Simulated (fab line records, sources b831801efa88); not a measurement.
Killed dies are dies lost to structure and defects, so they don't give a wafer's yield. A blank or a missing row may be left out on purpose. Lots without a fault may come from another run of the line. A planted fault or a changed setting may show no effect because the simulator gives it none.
fab line records | flow sky130
record lots=6 wafers=18 last_day=50
route steps=708 shown GATE_OXIDE@192 POLY_GATE@204 RES_PROTECT@207
lots that met no fault: from a run of the same line without faults
start_h: hours from the record's first day to the start of the lot's first wafer shown | wait_h: hours since the lot's step before | " the same as in the row above | L1.1+2: a row that stands for several wafers | - no value, or no start given | * or withheld: withheld | < > ~ a bound
route shown NAME@n: a module of which the file shows steps, and the number in the route of the first | usual: mean/standard deviation of fault-free wafers | same: alike in all rows | chamber/n: place in a boat | sites: the reading at each site | _std_site: their standard deviation | _edge_site: outer sites' mean less inner sites' | radius_mm: how far each site lies from the wafer's centre | mask NAME#n: copy n | behind: the tool/chamber that last shaped the wafer | hold: why the lot was held/for how many hours/how that ended | device: the transistor (n, p or np) that didn't switch | end of line: the same wafers' tests at the end of the route | a step without rows: its recipe alone | killed: dies lost to structure and defects at the first sort, not the wafer's yield | map: a wafer's dies, x killed, . not, _ none there
set.NAME: the setting as run; set.NAME@STEP: as run at that earlier step | model.NAME: the simulator's own value behind a step, which no gauge read
lots at some steps of the route; a table a step, a row a wafer
services: from which hour (start_h, from the record's first day; less than 0 if before it) a tool's chamber was out of use, for how many hours, and why
## steps
# step SKY_GATE_OXIDE_COAT_05
# recipe resist=NOVOLAK spin_rpm=3000 resist_thk_nm=1140
# step SKY_GATE_OXIDE_SOFTBAKE_06
# recipe temp_c=90 time_s=60 resist=NOVOLAK
# step SKY_GATE_OXIDE_EXPOSE_07
# recipe mask_id=LVOM na=0.6 source_shape=conventional sigma_outer=0.6 polarization=unpolarized target_cd_nm=600 dose_mj=166.3
# step SKY_GATE_OXIDE_PEB_08
# recipe temp_c=withheld time_s=* resist=NOVOLAK
# step SKY_GATE_OXIDE_DEVELOP_09
# recipe resist=NOVOLAK developer=TMAH develop_time_s=60 dev_temp_c=23
# step SKY_GATE_OXIDE_OVL_MEAS_10
# usual GATE_OXIDE_OVL=0.2/1.5
# columns lot.wafer tool chamber start_h wait_h GATE_OXIDE_OVL[nm]
L147.1 overlay-01 - 336.03 0.1 -2.6
L147.4 " - " " -1.0
L147.6 " - " " -1.1
L151.4 overlay-01 - 371.20 0.1 2.1
L151.5 " - " " 1.7
L151.6 " - " " 2.4
L155.1 overlay-02 - 404.28 0.1 0.8
L155.2 " - " " 0.4
L155.6 " - " " 0.5
L159.3 overlay-02 - 434.25 0.1 -1.3
L159.5 " - " " -1.9
L159.6 " - " " 0.2
L160.1 overlay-01 - 438.18 0.1 1.1
L160.4 " - " " 2.4
L160.6 " - " " 2.7
L167.2 overlay-02 - 500.88 0.1 -0.9
L167.5 " - " " -1.5
L167.6 " - " " -0.8
# step SKY_GATE_OXIDE_IMPLANT_11
# recipe species=B energy_kev=10 dose_cm2=2.6e+12 tilt_deg=withheld
# step SKY_GATE_OXIDE_WET_ETCH_12
# recipe chemistry=dHF target_depth_nm=16.8 dry=n2_spin target=SiO2 dilution=100:1 temp_c=25 time_s=336
# step SKY_GATE_OXIDE_STRIP_13
# recipe chemistry=O2/N2 power_w=1400 pressure_mtorr=1500 platen_temp_c=withheld o2_flow_sccm=3000 n2_flow_sccm=300 overash_fraction=0.5
# usual drypump_motor_current_A=5.7/0.46 oes_product_au=0.716/0.0045 strip_time_to_endpoint_s=14.20/0.046
# columns lot.wafer tool chamber start_h wait_h drypump_motor_current_A oes_product_au rf_hours_counter_h strip_time_to_endpoint_s
L147.1 plasma_asher-03 0 336.31 0.0 6.3 0.720 65 14.17
L147.4 " 0 " " 6.3 0.712 - 14.20
L147.6 " 0 " " 6.3 0.721 - 14.18
L151.4 plasma_asher-01 0 371.51 0.0 5.1 0.719 - 14.18
L151.5 " 0 " " 5.1 0.713 - 14.19
L151.6 " 1 " " 5.6 0.712 - 14.18
L155.1 plasma_asher-01 1 404.56 0.0 5.6 0.717 28 14.07
L155.2 " 0 " " 5.1 0.707 28 14.15
L155.6 " 0 " " 5.1 0.711 - 14.17
L159.3 plasma_asher-03 1 434.55 0.0 5.4 0.715 - 14.26
L159.5 " 1 " " 5.4 0.717 - 14.21
L159.6 " 0 " " 6.3 0.720 - 14.27
L160.1 plasma_asher-02 1 438.47 0.0 5.8 0.713 60 14.17
L160.4 " 1 " " 5.8 0.705 - 14.13
L160.6 " 1 " " 5.8 0.717 - 14.23
L167.2 plasma_asher-01 1 501.16 0.0 5.6 0.712 39 14.23
L167.5 " 1 " " 5.6 0.718 - 14.23
L167.6 " 0 " " 5.1 0.718 - 14.22
# step SKY_GATE_OXIDE_TW_MEAS_14
# usual GATE_OXIDE_TW=224.0/1.4
# columns lot.wafer tool chamber start_h wait_h GATE_OXIDE_TW
L147.1 film_metro-02 - 336.41 0.1 225.1
L147.4 " - " " 224.6
L147.6 " - " " 224.7
L151.4 film_metro-03 - 371.60 0.1 222.1
L151.5 " - " " 222.3
L151.6 " - " " 221.9
L155.1 film_metro-02 - 404.66 0.1 224.8
L155.2 " - " " 225.2
L155.6 " - " " 225.5
L159.3 film_metro-02 - 434.64 0.1 223.9
L159.5 " - " " 224.5
L159.6 " - " " 225.0
L160.1 film_metro-02 - 438.57 0.1 224.6
L160.4 " - " " 223.6
L160.6 " - " " 223.9
L167.2 film_metro-02 - 501.27 0.1 223.7
L167.5 " - " " 224.1
L167.6 " - " " 223.5
# step SKY_GATE_OXIDE_CLEAN_15
# recipe chemistry=SC1/SC2 mix=1:4:20 temp_c=70 time_s=150 dry=n2_spin
# step SKY_GATE_OXIDE_OXIDATION_16
# recipe temp_c=800 ambient=O2 idle_temp_c=700 ramp_up_c_per_min=10 ramp_down_c_per_min=3 stabilise_s=600 purge_s=300 target_thk_a=35.7 ox_time_s=1915
# step SKY_POLY_GATE_CVD_00
# recipe material=poly-Si target_thk_nm=180 temp_c=620 time_s=720 pressure_mtorr=200
# usual spike_tc_centre_C=620.3/1 spike_tc_lower_C=621.5/1 spike_tc_upper_C=620.6/0.99 susceptor_temp_C=619.96/0.25
# columns lot.wafer tool chamber start_h wait_h spike_tc_centre_C spike_tc_lower_C spike_tc_upper_C susceptor_temp_C model.poly-Si_of_POLY_GATE_CVD_00.thk_nm
L147.1 lpcvd-01 0 340.40 0.0 619.4 621.0 620.3 620.33 175.3
L147.4 " 0 " " 618.3 618.6 620.1 620.15 175.3
L147.6 " 0 " " 620.0 619.9 621.2 619.83 175.4
L151.4 lpcvd-01 0 373.35 0.0 620.0 621.9 620.0 620.10 179
L151.5 " 0 " " 620.5 621.2 619.9 619.90 178.2
L151.6 " 0 " " 619.9 621.8 620.4 619.56 180
L155.1 lpcvd-01 1 406.32 0.0 620.0 621.4 621.4 619.86 180.1
L155.2 " 1 " " 621.9 622.2 620.6 620.10 181.4
L155.6 " 1 " " 619.9 621.1 621.9 620.22 181.1
L159.3 lpcvd-01 1 436.90 0.0 625.6 625.1 624.4 624.05 196.7
L159.5 " 1 " " 624.6 625.7 625.6 624.00 195.9
L159.6 " 1 " " 622.9 625.0 624.6 624.20 198
L160.1 lpcvd-01 1 440.21 0.0 626.2 625.3 624.4 623.92 195.2
L160.4 " 1 " " 623.5 625.5 622.4 624.08 195.3
L160.6 " 1 " " 624.9 625.8 623.1 623.99 194.6
L167.2 lpcvd-01 1 503.88 0.0 620.2 623.9 619.8 620.12 181.4
L167.5 " 1 " " 620.2 621.2 621.6 620.24 180.2
L167.6 " 1 " " 621.1 621.1 620.6 619.76 178.7
# step SKY_POLY_GATE_THK_MEAS_01
# recipe reads=poly-Si_of_POLY_GATE_CVD_00
# usual POLY_GATE_CVD_00_THK=179.7/1.9
# columns lot.wafer tool chamber start_h wait_h hold POLY_GATE_CVD_00_THK[nm]
L147.1 film_metro-01 - 341.60 0.0 - 175.0
L147.4 " - " " - 175.3
L147.6 " - " " - 175.4
L151.4 film_metro-01 - 375.18 0.0 - 179.1
L151.5 " - " " - 178.3
L151.6 " - " " - 179.9
L155.1 film_metro-01 - 407.52 0.0 - 180.1
L155.2 " - " " - 181.3
L155.6 " - " " - 181.1
L159.3 film_metro-01 - 438.12 0.0 await_dispo/0.2h/release 196.8
L159.5 " - " " await_dispo/0.2h/release 196.0
L159.6 " - " " await_dispo/0.2h/release 198.0
L159.3 film_metro-01 - 438.35 0.2 - 196.7
L159.5 " - " " - 195.9
L159.6 " - " " - 198.0
L160.1 film_metro-03 - 441.41 0.0 await_dispo/0.2h/release 195.3
L160.4 " - " " await_dispo/0.2h/release 195.3
L160.6 " - " " await_dispo/0.2h/release 194.7
L160.1 film_metro-03 - 441.67 0.2 - 195.2
L160.4 " - " " - 195.3
L160.6 " - " " - 194.7
L167.2 film_metro-03 - 505.09 0.0 - 181.5
L167.5 " - " " - 180.2
L167.6 " - " " - 178.6
# step SKY_RES_PROTECT_HMDS_01
# recipe prime_time_s=60 prime_temp_c=120
# step SKY_RES_PROTECT_COAT_02
# recipe resist=NOVOLAK spin_rpm=3000 resist_thk_nm=1140
# step SKY_RES_PROTECT_SOFTBAKE_03
# recipe temp_c=90 time_s=60 resist=NOVOLAK
# step SKY_RES_PROTECT_EXPOSE_04
# recipe mask_id=RPM na=0.6 source_shape=conventional sigma_outer=0.6 polarization=unpolarized target_cd_nm=1270 dose_mj=131
# step SKY_RES_PROTECT_PEB_05
# recipe temp_c=withheld time_s=* resist=NOVOLAK
# step SKY_RES_PROTECT_DEVELOP_06
# recipe resist=NOVOLAK developer=TMAH develop_time_s=60 dev_temp_c=23
# step SKY_POLY_GATE_IMPLANT_02
# recipe species=P energy_kev=30 dose_cm2=7.7e+15 tilt_deg=0
# step SKY_RES_PROTECT_STRIP_07
# recipe chemistry=O2/N2 power_w=1400 pressure_mtorr=1500 platen_temp_c=withheld o2_flow_sccm=3000 n2_flow_sccm=300 overash_fraction=0.5
# usual drypump_motor_current_A=5.9/0.39 oes_product_au=0.518/0.0047 strip_time_to_endpoint_s=23.30/0.048
# columns lot.wafer tool chamber start_h wait_h drypump_motor_current_A oes_product_au rf_hours_counter_h strip_time_to_endpoint_s
L147.1 plasma_asher-02 0 368.18 0.1 6.4 0.514 53 23.25
L147.4 " 0 " " 6.5 0.519 - 23.30
L147.6 " 0 " " 6.5 0.514 - 23.29
L151.4 plasma_asher-04 1 404.30 0.1 5.7 0.514 - 23.35
L151.5 " 1 " " 5.7 0.526 - 23.32
L151.6 " 0 " " 5.5 0.516 - 23.36
L155.1 plasma_asher-03 1 437.62 0.1 5.4 0.520 75 23.17
L155.2 " 0 " " 6.3 0.521 75 23.24
L155.6 " 0 " " 6.3 0.518 - 23.19
L159.3 plasma_asher-03 0 469.45 0.1 6.3 0.521 - 23.30
L159.5 " 1 " " 5.4 0.511 - 23.31
L159.6 " 0 " " 6.3 0.531 - 23.35
L160.1 plasma_asher-03 1 472.12 0.1 5.4 0.518 78 23.24
L160.4 " 0 " " 6.3 0.511 - 23.26
L160.6 " 1 " " 5.4 0.511 - 23.25
L167.2 plasma_asher-03 0 535.73 0.1 6.3 0.518 85 23.23
L167.5 " 0 " " 6.3 0.525 - 23.29
L167.6 " 1 " " 5.4 0.527 - 23.31
# step SKY_RES_PROTECT_TW_MEAS_08
# usual POLY_GATE_TW=4028/22
# columns lot.wafer tool chamber start_h wait_h POLY_GATE_TW
L147.1 film_metro-04 - 368.28 0.1 4006
L147.4 " - " " 3999
L147.6 " - " " 4000
L151.4 film_metro-03 - 404.40 0.1 3991
L151.5 " - " " 3993
L151.6 " - " " 4000
L155.1 film_metro-03 - 437.72 0.1 4019
L155.2 " - " " 4002
L155.6 " - " " 4031
L159.3 film_metro-02 - 469.54 0.1 4029
L159.5 " - " " 4024
L159.6 " - " " 4035
L160.1 film_metro-02 - 472.22 0.1 4049
L160.4 " - " " 4033
L160.6 " - " " 4065
L167.2 film_metro-04 - 535.84 0.1 4040
L167.5 " - " " 4053
L167.6 " - " " 4069
# step SKY_RES_PROTECT_CLEAN_09
# recipe chemistry=SC1/SC2 mix=1:4:20 temp_c=70 time_s=150 dry=n2_spin
# columns lot.wafer tool chamber start_h wait_h model.poly-Si_of_POLY_GATE_CVD_00.thk_nm
L147.1 wet_bench-04 0 368.34 0.1 174.6
L147.4 " 0 " " 174.7
L147.6 " 0 " " 174.8
L151.4 wet_bench-03 2 404.43 0.0 178.4
L151.5 " 2 " " 177.6
L151.6 " 2 " " 179.4
L155.1 wet_bench-04 2 437.78 0.1 179.5
L155.2 " 2 " " 180.7
L155.6 " 2 " " 180.5
L159.3 wet_bench-02 2 469.58 0.0 196.1
L159.5 " 2 " " 195.3
L159.6 " 2 " " 197.3
L160.1 wet_bench-04 2 472.28 0.1 194.6
L160.4 " 2 " " 194.7
L160.6 " 2 " " 194
L167.2 wet_bench-03 0 535.89 0.0 180.8
L167.5 " 0 " " 179.6
L167.6 " 0 " " 178.1
# step SKY_POLY_GATE_CVD_03
# recipe material=Si3N4 precursor=DCS/NH3 target_thk_nm=75 temp_c=770 time_s=1290 pressure_mtorr=250
## services
# columns tool chamber start_h hours kind
plasma_asher-04 - 421.25 9.0 pm
plasma_asher-04 0 421.25 9.0 vent_cycle
plasma_asher-04 1 421.25 9.0 vent_cycle
wet_bench-02 - 427.62 5.6 repair
plasma_asher-04 0 430.25 - clean
plasma_asher-04 1 430.25 - clean
plasma_asher-01 - 464.44 0.6 repair
plasma_asher-02 - 490.29 15.6 pm
plasma_asher-02 - 519.09 1.8 repair
wet_bench-03 - 525.42 5.8 repair
## key
first_sign step=SKY_POLY_GATE_CVD_00 reading=susceptor_temp_C direction=up sigmas=16 usual=* struck=*
effect step=SKY_POLY_GATE_CVD_00 reading=spike_tc_centre_C direction=up sigmas=4.3 usual=620.3 struck=624.6
effect step=SKY_POLY_GATE_THK_MEAS_01 reading=visit direction=added
effect step=SKY_POLY_GATE_THK_MEAS_01 reading=POLY_GATE_CVD_00_THK direction=up sigmas=8.8 usual=179.7 struck=196.0
model_effect step=SKY_POLY_GATE_CVD_00 value=poly-Si_of_POLY_GATE_CVD_00.thk_nm without=179.4 struck=196
model_effect step=SKY_RES_PROTECT_CLEAN_09 value=poly-Si_of_POLY_GATE_CVD_00.thk_nm without=178.7 struck=195.3
met_at SKY_POLY_GATE_CVD_00
struck_wafers L159.3,L159.5,L159.6,L160.1,L160.4,L160.6
later_rows_left_out L159.6
sort_left_out L159.3,L159.5,L159.6,L160.1,L160.4,L160.6
tester_left_out L159,L160
onset_between 406.32 436.90
fault kind=process_parameter_drift tool=lpcvd-01 chamber=1 onset_h=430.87 steps=SKY_POLY_GATE_CVD_00 channel=temp_c offset=* shape=step end_h=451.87 stated=*
# tester_left_out: of these lots the tester's yield and bins aren't shown, on N5 and GAA mostly nor the transistor test; their killed dies are dies lost to structure and defects alone, not to doping, threshold or leakage, so they don't give the yield
# sort_left_out: the simulated sort isn't trusted on such a fault, so these wafers' sort isn't shown, and their yield isn't known
# later_rows_left_out: the simulator's readings of these wafers behind a module that went badly wrong aren't trusted and aren't shown, but for the sort
